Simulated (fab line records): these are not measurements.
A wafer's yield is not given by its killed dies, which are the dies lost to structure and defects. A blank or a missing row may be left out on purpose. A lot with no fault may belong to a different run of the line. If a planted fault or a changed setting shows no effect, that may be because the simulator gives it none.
Which tool was responsible? || flow sky130 || 24 lots with 72 wafers sampled at 5 steps, on a route of 708 steps

## WHAT EACH GAUGE READ, for each wafer
SKY_VIA2_CD_MEAS_12: target cd 200 nm. Usual: cd_nm at 199.2 nm, with a standard deviation of 1.2.
{"lot": "L074", "measured": "day 36 07:41", "on": "cd_sem-01", "cd_nm (nm)": "199.8 199.2 200.3", "flag": ""}
{"lot": "L075", "measured": "day 36 12:59", "on": "cd_sem-01", "cd_nm (nm)": "200.6 200.1 201.1", "flag": ""}
{"lot": "L076", "measured": "day 36 22:56", "on": "cd_sem-02", "cd_nm (nm)": "200.2 199.8 199.7", "flag": ""}
{"lot": "L077", "measured": "day 37 08:52", "on": "cd_sem-02", "cd_nm (nm)": "201.2 198.8 200.9", "flag": ""}
{"lot": "L078", "measured": "day 37 21:54", "on": "cd_sem-02", "cd_nm (nm)": "196.9 196.8 197.0", "flag": ""}
{"lot": "L080", "measured": "day 37 23:23", "on": "cd_sem-01", "cd_nm (nm)": "199.5 199.7 200.8", "flag": ""}
{"lot": "L079", "measured": "day 38 00:05", "on": "cd_sem-01", "cd_nm (nm)": "200.5 200.6 199.3", "flag": ""}
{"lot": "L081", "measured": "day 38 23:56", "on": "cd_sem-01", "cd_nm (nm)": "198.1 199.2 199.2", "flag": ""}
{"lot": "L082", "measured": "day 39 10:02", "on": "cd_sem-02", "cd_nm (nm)": "198.8 198.7 198.2", "flag": ""}
{"lot": "L083", "measured": "day 39 12:29", "on": "cd_sem-01", "cd_nm (nm)": "197.5 197.6 198.2", "flag": ""}
{"lot": "L084", "measured": "day 39 20:03", "on": "cd_sem-02", "cd_nm (nm)": "200.4 200.0 200.2", "flag": ""}
{"lot": "L085", "measured": "day 40 03:20", "on": "cd_sem-01", "cd_nm (nm)": "198.6 197.3 199.1", "flag": ""}
{"lot": "L086", "measured": "day 40 03:58", "on": "cd_sem-01", "cd_nm (nm)": "199.9 200.1 199.2", "flag": ""}
{"lot": "L087", "measured": "day 40 09:43", "on": "cd_sem-01", "cd_nm (nm)": "200.0 199.1 200.7", "flag": ""}
{"lot": "L088", "measured": "day 40 21:23", "on": "cd_sem-01", "cd_nm (nm)": "200.7 200.3 200.7", "flag": ""}
{"lot": "L089", "measured": "day 41 10:31", "on": "cd_sem-02", "cd_nm (nm)": "199.2 198.9 200.2", "flag": ""}
{"lot": "L091", "measured": "day 42 01:30", "on": "cd_sem-01", "cd_nm (nm)": "197.9 198.6 198.5", "flag": ""}
{"lot": "L090", "measured": "day 42 03:04", "on": "cd_sem-02", "cd_nm (nm)": "197.4 197.4 198.9", "flag": ""}
{"lot": "L092", "measured": "day 42 04:05", "on": "cd_sem-02", "cd_nm (nm)": "199.0 197.7 198.9", "flag": ""}
{"lot": "L093", "measured": "day 42 07:04", "on": "cd_sem-02", "cd_nm (nm)": "199.2 197.6 197.4", "flag": ""}
{"lot": "L094", "measured": "day 42 09:53", "on": "cd_sem-02", "cd_nm (nm)": "198.8 197.8 199.8", "flag": ""}
{"lot": "L095", "measured": "day 43 00:02", "on": "cd_sem-02", "cd_nm (nm)": "198.3 198.2 198.2", "flag": ""}
{"lot": "L096", "measured": "day 43 00:23", "on": "cd_sem-01", "cd_nm (nm)": "199.9 200.9 200.5", "flag": ""}
{"lot": "L097", "measured": "day 43 07:21", "on": "cd_sem-01", "cd_nm (nm)": "200.6 198.9 199.9", "flag": ""}

SKY_VIA3_CD_MEAS_12: target cd 200 nm. Usual: cd_nm at 200.2 nm, with a standard deviation of 1.2.
{"lot": "L074", "measured": "day 39 16:37", "on": "cd_sem-01", "cd_nm (nm)": "200.6 201.8 201.2", "flag": ""}
{"lot": "L075", "measured": "day 39 22:28", "on": "cd_sem-01", "cd_nm (nm)": "198.3 198.4 198.1", "flag": ""}
{"lot": "L076", "measured": "day 40 04:53", "on": "cd_sem-01", "cd_nm (nm)": "199.0 201.7 202.1", "flag": ""}
{"lot": "L077", "measured": "day 40 15:17", "on": "cd_sem-02", "cd_nm (nm)": "200.4 199.4 200.4", "flag": ""}
{"lot": "L078", "measured": "day 41 05:31", "on": "cd_sem-01", "cd_nm (nm)": "201.1 199.7 201.0", "flag": ""}
{"lot": "L080", "measured": "day 41 07:05", "on": "cd_sem-02", "cd_nm (nm)": "197.7 198.3 198.7", "flag": ""}
{"lot": "L079", "measured": "day 41 07:54", "on": "cd_sem-02", "cd_nm (nm)": "201.5 201.9 200.8", "flag": ""}
{"lot": "L081", "measured": "day 42 07:12", "on": "cd_sem-01", "cd_nm (nm)": "200.1 200.1 199.6", "flag": ""}
{"lot": "L082", "measured": "day 42 15:50", "on": "cd_sem-02", "cd_nm (nm)": "200.7 201.5 202.6", "flag": ""}
{"lot": "L083", "measured": "day 42 18:06", "on": "cd_sem-02", "cd_nm (nm)": "200.8 201.3 200.2", "flag": ""}
{"lot": "L084", "measured": "day 42 23:41", "on": "cd_sem-01", "cd_nm (nm)": "199.5 200.1 198.6", "flag": ""}
{"lot": "L085", "measured": "day 43 06:35", "on": "cd_sem-01", "cd_nm (nm)": "198.8 200.0 199.4", "flag": ""}
{"lot": "L086", "measured": "day 43 08:43", "on": "cd_sem-02", "cd_nm (nm)": "200.9 202.2 201.6", "flag": ""}
{"lot": "L087", "measured": "day 43 13:34", "on": "cd_sem-02", "cd_nm (nm)": "200.8 201.9 199.9", "flag": ""}
{"lot": "L088", "measured": "day 44 00:50", "on": "cd_sem-01", "cd_nm (nm)": "199.2 200.8 199.7", "flag": ""}
{"lot": "L089", "measured": "day 44 12:31", "on": "cd_sem-02", "cd_nm (nm)": "201.2 201.2 199.2", "flag": ""}
{"lot": "L091", "measured": "day 45 01:25", "on": "cd_sem-01", "cd_nm (nm)": "199.0 199.8 197.9", "flag": ""}
{"lot": "L090", "measured": "day 45 03:53", "on": "cd_sem-02", "cd_nm (nm)": "201.4 201.9 201.6", "flag": ""}
{"lot": "L092", "measured": "day 45 04:52", "on": "cd_sem-02", "cd_nm (nm)": "198.4 198.5 199.5", "flag": ""}
{"lot": "L093", "measured": "day 45 07:13", "on": "cd_sem-02", "cd_nm (nm)": "200.5 201.3 202.9", "flag": ""}
{"lot": "L094", "measured": "day 45 08:41", "on": "cd_sem-01", "cd_nm (nm)": "200.4 200.1 201.6", "flag": ""}
{"lot": "L095", "measured": "day 45 22:51", "on": "cd_sem-01", "cd_nm (nm)": "200.4 200.9 200.7", "flag": ""}
{"lot": "L096", "measured": "day 45 21:46", "on": "cd_sem-01", "cd_nm (nm)": "198.8 198.1 198.9", "flag": ""}
{"lot": "L097", "measured": "day 46 04:42", "on": "cd_sem-01", "cd_nm (nm)": "198.5 197.3 199.6", "flag": ""}

SKY_VIA4_THK_MEAS_01. Usual: VIA4_HDPCVD_THK gives 1746 nm (standard deviation 23).
{"lot": "L074", "measured": "day 41 20:49", "on": "film_metro-03", "VIA4_HDPCVD_THK (nm)": "1727 1720 1775", "flag": ""}
{"lot": "L075", "measured": "day 42 03:38", "on": "film_metro-04", "VIA4_HDPCVD_THK (nm)": "1712 1697 1691", "flag": ""}
{"lot": "L076", "measured": "day 42 10:27", "on": "film_metro-04", "VIA4_HDPCVD_THK (nm)": "1739 1752 1730", "flag": ""}
{"lot": "L077", "measured": "day 42 19:27", "on": "film_metro-04", "VIA4_HDPCVD_THK (nm)": "1777 1772 1770", "flag": ""}
{"lot": "L078", "measured": "day 43 09:20", "on": "film_metro-02", "VIA4_HDPCVD_THK (nm)": "1721 1784 1717", "flag": ""}
{"lot": "L080", "measured": "day 43 11:16", "on": "film_metro-02", "VIA4_HDPCVD_THK (nm)": "1739 1769 1777", "flag": ""}
{"lot": "L079", "measured": "day 43 12:50", "on": "film_metro-04", "VIA4_HDPCVD_THK (nm)": "1755 1779 1784", "flag": ""}
{"lot": "L081", "measured": "day 44 08:27", "on": "film_metro-04", "VIA4_HDPCVD_THK (nm)": "1781 1726 1762", "flag": ""}
{"lot": "L082", "measured": "day 44 16:39", "on": "film_metro-04", "VIA4_HDPCVD_THK (nm)": "1764 1739 1711", "flag": ""}
{"lot": "L083", "measured": "day 44 18:39", "on": "film_metro-03", "VIA4_HDPCVD_THK (nm)": "1755 1738 1734", "flag": ""}
{"lot": "L084", "measured": "day 45 00:44", "on": "film_metro-04", "VIA4_HDPCVD_THK (nm)": "1746 1747 1757", "flag": ""}
{"lot": "L085", "measured": "day 45 07:05", "on": "film_metro-02", "VIA4_HDPCVD_THK (nm)": "1710 1692 1712", "flag": ""}
{"lot": "L086", "measured": "day 45 09:06", "on": "film_metro-04", "VIA4_HDPCVD_THK (nm)": "1743 1784 1747", "flag": ""}
{"lot": "L087", "measured": "day 45 13:07", "on": "film_metro-03", "VIA4_HDPCVD_THK (nm)": "1710 1729 1724", "flag": ""}
{"lot": "L088", "measured": "day 45 22:57", "on": "film_metro-02", "VIA4_HDPCVD_THK (nm)": "1729 1729 1745", "flag": ""}
{"lot": "L089", "measured": "day 46 10:17", "on": "film_metro-02", "VIA4_HDPCVD_THK (nm)": "1731 1771 1747", "flag": ""}
{"lot": "L091", "measured": "day 46 23:13", "on": "film_metro-04", "VIA4_HDPCVD_THK (nm)": "1768 1753 1740", "flag": ""}
{"lot": "L090", "measured": "day 47 01:56", "on": "film_metro-02", "VIA4_HDPCVD_THK (nm)": "1723 1710 1723", "flag": ""}
{"lot": "L092", "measured": "day 47 02:22", "on": "film_metro-04", "VIA4_HDPCVD_THK (nm)": "1766 1715 1771", "flag": ""}
{"lot": "L093", "measured": "day 47 04:13", "on": "film_metro-03", "VIA4_HDPCVD_THK (nm)": "1751 1719 1748", "flag": ""}
{"lot": "L094", "measured": "day 47 06:17", "on": "film_metro-02", "VIA4_HDPCVD_THK (nm)": "1739 1791 1737", "flag": ""}
{"lot": "L095", "measured": "day 47 19:27", "on": "film_metro-02", "VIA4_HDPCVD_THK (nm)": "1751 1736 1741", "flag": ""}
{"lot": "L096", "measured": "day 47 17:27", "on": "film_metro-04", "VIA4_HDPCVD_THK (nm)": "1751 1722 1754", "flag": ""}
{"lot": "L097", "measured": "day 48 01:04", "on": "film_metro-02", "VIA4_HDPCVD_THK (nm)": "1767 1713 1727", "flag": ""}

## EACH LOT AND THE TOOL THAT RAN IT (in order: tool; ch and the chambers of the sampled wafers; start)
{"lot": "L074", "SKY_METAL3_SPUTTER_03": "pvd_sputter-04, day 36 09:18", "SKY_VIA3_CVD_21": "cvd_w-01 ch 0,1, day 39 17:31"}
{"lot": "L075", "SKY_METAL3_SPUTTER_03": "pvd_sputter-02, day 36 14:38", "SKY_VIA3_CVD_21": "cvd_w-02 ch 0, day 39 23:25"}
{"lot": "L076", "SKY_METAL3_SPUTTER_03": "pvd_sputter-01, day 37 00:35", "SKY_VIA3_CVD_21": "cvd_w-02 ch 0,1, day 40 06:18"}
{"lot": "L077", "SKY_METAL3_SPUTTER_03": "pvd_sputter-01, day 37 10:28", "SKY_VIA3_CVD_21": "cvd_w-01 ch 0,1, day 40 16:37"}
{"lot": "L078", "SKY_METAL3_SPUTTER_03": "pvd_sputter-02, day 37 23:31", "SKY_VIA3_CVD_21": "cvd_w-02 ch 0,1, day 41 06:32"}
{"lot": "L080", "SKY_METAL3_SPUTTER_03": "pvd_sputter-01, day 38 01:01", "SKY_VIA3_CVD_21": "cvd_w-01 ch 0,1, day 41 08:02"}
{"lot": "L079", "SKY_METAL3_SPUTTER_03": "pvd_sputter-02, day 38 01:44", "SKY_VIA3_CVD_21": "cvd_w-02 ch 0,1, day 41 08:49"}
{"lot": "L081", "SKY_METAL3_SPUTTER_03": "pvd_sputter-01, day 39 01:33", "SKY_VIA3_CVD_21": "cvd_w-02 ch 0,1, day 42 08:10"}
{"lot": "L082", "SKY_METAL3_SPUTTER_03": "pvd_sputter-01, day 39 11:41", "SKY_VIA3_CVD_21": "cvd_w-01 ch 0,1, day 42 16:49"}
{"lot": "L083", "SKY_METAL3_SPUTTER_03": "pvd_sputter-04, day 39 14:06", "SKY_VIA3_CVD_21": "cvd_w-02 ch 0,1, day 42 19:08"}
{"lot": "L084", "SKY_METAL3_SPUTTER_03": "pvd_sputter-04, day 39 21:45", "SKY_VIA3_CVD_21": "cvd_w-02 ch 0,1, day 43 01:07"}
{"lot": "L085", "SKY_METAL3_SPUTTER_03": "pvd_sputter-01, day 40 04:59", "SKY_VIA3_CVD_21": "cvd_w-02 ch 0,1, day 43 07:32"}
{"lot": "L086", "SKY_METAL3_SPUTTER_03": "pvd_sputter-01, day 40 05:52", "SKY_VIA3_CVD_21": "cvd_w-01 ch 0,1, day 43 09:36"}
{"lot": "L087", "SKY_METAL3_SPUTTER_03": "pvd_sputter-04, day 40 11:42", "SKY_VIA3_CVD_21": "cvd_w-01 ch 0,1, day 43 14:27"}
{"lot": "L088", "SKY_METAL3_SPUTTER_03": "pvd_sputter-01, day 40 23:21", "SKY_VIA3_CVD_21": "cvd_w-02 ch 0,1, day 44 01:45"}
{"lot": "L089", "SKY_METAL3_SPUTTER_03": "pvd_sputter-02, day 41 12:26", "SKY_VIA3_CVD_21": "cvd_w-02 ch 0,1, day 44 13:24"}
{"lot": "L091", "SKY_METAL3_SPUTTER_03": "pvd_sputter-04, day 42 03:40", "SKY_VIA3_CVD_21": "cvd_w-02 ch 0,1, day 45 02:22"}
{"lot": "L090", "SKY_METAL3_SPUTTER_03": "pvd_sputter-02, day 42 05:08", "SKY_VIA3_CVD_21": "cvd_w-01 ch 0,1, day 45 04:52"}
{"lot": "L092", "SKY_METAL3_SPUTTER_03": "pvd_sputter-04, day 42 05:45", "SKY_VIA3_CVD_21": "cvd_w-02 ch 0,1, day 45 05:47"}
{"lot": "L093", "SKY_METAL3_SPUTTER_03": "pvd_sputter-04, day 42 08:43", "SKY_VIA3_CVD_21": "cvd_w-01 ch 0,1, day 45 08:09"}
{"lot": "L094", "SKY_METAL3_SPUTTER_03": "pvd_sputter-02, day 42 11:36", "SKY_VIA3_CVD_21": "cvd_w-01 ch 0,1, day 45 09:39"}
{"lot": "L095", "SKY_METAL3_SPUTTER_03": "pvd_sputter-01, day 43 02:11", "SKY_VIA3_CVD_21": "cvd_w-01 ch 0,1, day 45 23:48"}
{"lot": "L096", "SKY_METAL3_SPUTTER_03": "pvd_sputter-04, day 43 02:04", "SKY_VIA3_CVD_21": "cvd_w-01 ch 0,1, day 45 22:40"}
{"lot": "L097", "SKY_METAL3_SPUTTER_03": "pvd_sputter-02, day 43 08:58", "SKY_VIA3_CVD_21": "cvd_w-01 ch 0,1, day 46 05:37"}
- SKY_METAL3_SPUTTER_03: material Ti, target thk 5 nm, time 3.3 s.
- SKY_VIA3_CVD_21: deposits W, target thk 390 nm, time 117.31 s.

## AS READ BY THE TOOLS THEMSELVES (means over the sampled wafers that have a number; for cases with no such wafer, the mark the record gives instead)
SKY_METAL3_SPUTTER_03. Usual: throttle_valve_pct at 30.1 %, with a standard deviation of 1.4.
{"lot": "L074", "tool": "pvd_sputter-04", "throttle_valve_pct (%)": 28.6, "flag": ""}
{"lot": "L075", "tool": "pvd_sputter-02", "throttle_valve_pct (%)": 30.4, "flag": ""}
{"lot": "L076", "tool": "pvd_sputter-01", "throttle_valve_pct (%)": 30.4, "flag": ""}
{"lot": "L077", "tool": "pvd_sputter-01", "throttle_valve_pct (%)": 31.2, "flag": ""}
{"lot": "L078", "tool": "pvd_sputter-02", "throttle_valve_pct (%)": 31.4, "flag": ""}
{"lot": "L080", "tool": "pvd_sputter-01", "throttle_valve_pct (%)": 30.8, "flag": ""}
{"lot": "L079", "tool": "pvd_sputter-02", "throttle_valve_pct (%)": 30.4, "flag": ""}
{"lot": "L081", "tool": "pvd_sputter-01", "throttle_valve_pct (%)": 30.3, "flag": ""}
{"lot": "L082", "tool": "pvd_sputter-01", "throttle_valve_pct (%)": 30.2, "flag": ""}
{"lot": "L083", "tool": "pvd_sputter-04", "throttle_valve_pct (%)": 28.5, "flag": ""}
{"lot": "L084", "tool": "pvd_sputter-04", "throttle_valve_pct (%)": 30.1, "flag": ""}
{"lot": "L085", "tool": "pvd_sputter-01", "throttle_valve_pct (%)": 30.2, "flag": ""}
{"lot": "L086", "tool": "pvd_sputter-01", "throttle_valve_pct (%)": 30.8, "flag": ""}
{"lot": "L087", "tool": "pvd_sputter-04", "throttle_valve_pct (%)": 30.2, "flag": ""}
{"lot": "L088", "tool": "pvd_sputter-01", "throttle_valve_pct (%)": 30.3, "flag": ""}
{"lot": "L089", "tool": "pvd_sputter-02", "throttle_valve_pct (%)": 31.0, "flag": ""}
{"lot": "L091", "tool": "pvd_sputter-04", "throttle_valve_pct (%)": 30.3, "flag": ""}
{"lot": "L090", "tool": "pvd_sputter-02", "throttle_valve_pct (%)": 31.2, "flag": ""}
{"lot": "L092", "tool": "pvd_sputter-04", "throttle_valve_pct (%)": 28.4, "flag": ""}
{"lot": "L093", "tool": "pvd_sputter-04", "throttle_valve_pct (%)": 31.4, "flag": ""}
{"lot": "L094", "tool": "pvd_sputter-02", "throttle_valve_pct (%)": 30.5, "flag": ""}
{"lot": "L095", "tool": "pvd_sputter-01", "throttle_valve_pct (%)": 30.6, "flag": ""}
{"lot": "L096", "tool": "pvd_sputter-04", "throttle_valve_pct (%)": 27.8, "flag": ""}
{"lot": "L097", "tool": "pvd_sputter-02", "throttle_valve_pct (%)": 30.7, "flag": ""}

SKY_VIA3_CVD_21. Usual: heater_power_w 917 W, standard deviation 97; susceptor_temp_C 399.97 C, standard deviation 0.2.
{"lot": "L074", "tool": "cvd_w-01", "heater_power_w (W)": 892, "susceptor_temp_C (C)": 399.86, "flag": ""}
{"lot": "L075", "tool": "cvd_w-02", "heater_power_w (W)": 1013, "susceptor_temp_C (C)": 399.96, "flag": ""}
{"lot": "L076", "tool": "cvd_w-02", "heater_power_w (W)": 959, "susceptor_temp_C (C)": 399.88, "flag": ""}
{"lot": "L077", "tool": "cvd_w-01", "heater_power_w (W)": 906, "susceptor_temp_C (C)": 400.03, "flag": ""}
{"lot": "L078", "tool": "cvd_w-02", "heater_power_w (W)": 970, "susceptor_temp_C (C)": 400.00, "flag": ""}
{"lot": "L080", "tool": "cvd_w-01", "heater_power_w (W)": 827, "susceptor_temp_C (C)": 399.76, "flag": ""}
{"lot": "L079", "tool": "cvd_w-02", "heater_power_w (W)": 948, "susceptor_temp_C (C)": 400.10, "flag": ""}
{"lot": "L081", "tool": "cvd_w-02", "heater_power_w (W)": 977, "susceptor_temp_C (C)": 399.91, "flag": ""}
{"lot": "L082", "tool": "cvd_w-01", "heater_power_w (W)": 831, "susceptor_temp_C (C)": 399.81, "flag": ""}
{"lot": "L083", "tool": "cvd_w-02", "heater_power_w (W)": 976, "susceptor_temp_C (C)": 400.01, "flag": ""}
{"lot": "L084", "tool": "cvd_w-02", "heater_power_w (W)": 965, "susceptor_temp_C (C)": 400.15, "flag": ""}
{"lot": "L085", "tool": "cvd_w-02", "heater_power_w (W)": 968, "susceptor_temp_C (C)": 400.15, "flag": ""}
{"lot": "L086", "tool": "cvd_w-01", "heater_power_w (W)": 839, "susceptor_temp_C (C)": 399.84, "flag": ""}
{"lot": "L087", "tool": "cvd_w-01", "heater_power_w (W)": 829, "susceptor_temp_C (C)": 400.14, "flag": ""}
{"lot": "L088", "tool": "cvd_w-02", "heater_power_w (W)": 987, "susceptor_temp_C (C)": 400.10, "flag": ""}
{"lot": "L089", "tool": "cvd_w-02", "heater_power_w (W)": 983, "susceptor_temp_C (C)": 399.89, "flag": ""}
{"lot": "L091", "tool": "cvd_w-02", "heater_power_w (W)": 979, "susceptor_temp_C (C)": 400.13, "flag": ""}
{"lot": "L090", "tool": "cvd_w-01", "heater_power_w (W)": 918, "susceptor_temp_C (C)": 400.22, "flag": ""}
{"lot": "L092", "tool": "cvd_w-02", "heater_power_w (W)": 953, "susceptor_temp_C (C)": 400.00, "flag": ""}
{"lot": "L093", "tool": "cvd_w-01", "heater_power_w (W)": 830, "susceptor_temp_C (C)": 400.08, "flag": ""}
{"lot": "L094", "tool": "cvd_w-01", "heater_power_w (W)": 895, "susceptor_temp_C (C)": 400.03, "flag": ""}
{"lot": "L095", "tool": "cvd_w-01", "heater_power_w (W)": 920, "susceptor_temp_C (C)": 400.00, "flag": ""}
{"lot": "L096", "tool": "cvd_w-01", "heater_power_w (W)": 908, "susceptor_temp_C (C)": 399.97, "flag": ""}
{"lot": "L097", "tool": "cvd_w-01", "heater_power_w (W)": 916, "susceptor_temp_C (C)": 399.81, "flag": ""}

## THE ANSWER, worked out from the rows above alone
Rule: a lot counts as off when the mean over its wafers that have a number is more than 3 standard deviations away from the usual mean. Also off: a lot with no number at a reading for which 4 or more lots have one. Where the step has rows for the other lots, those lots are counted as sound. After the gauges, taken in route order, come the tools' own readings; for these a lot's mean is taken, as printed above. At the first step where some lot is off, the reading lying furthest off is the one used; lots without a number count as furthest.
No lot is off at any reading shown: from this, nothing can be told.

## WHAT WAS PUT IN BY THE SIMULATOR
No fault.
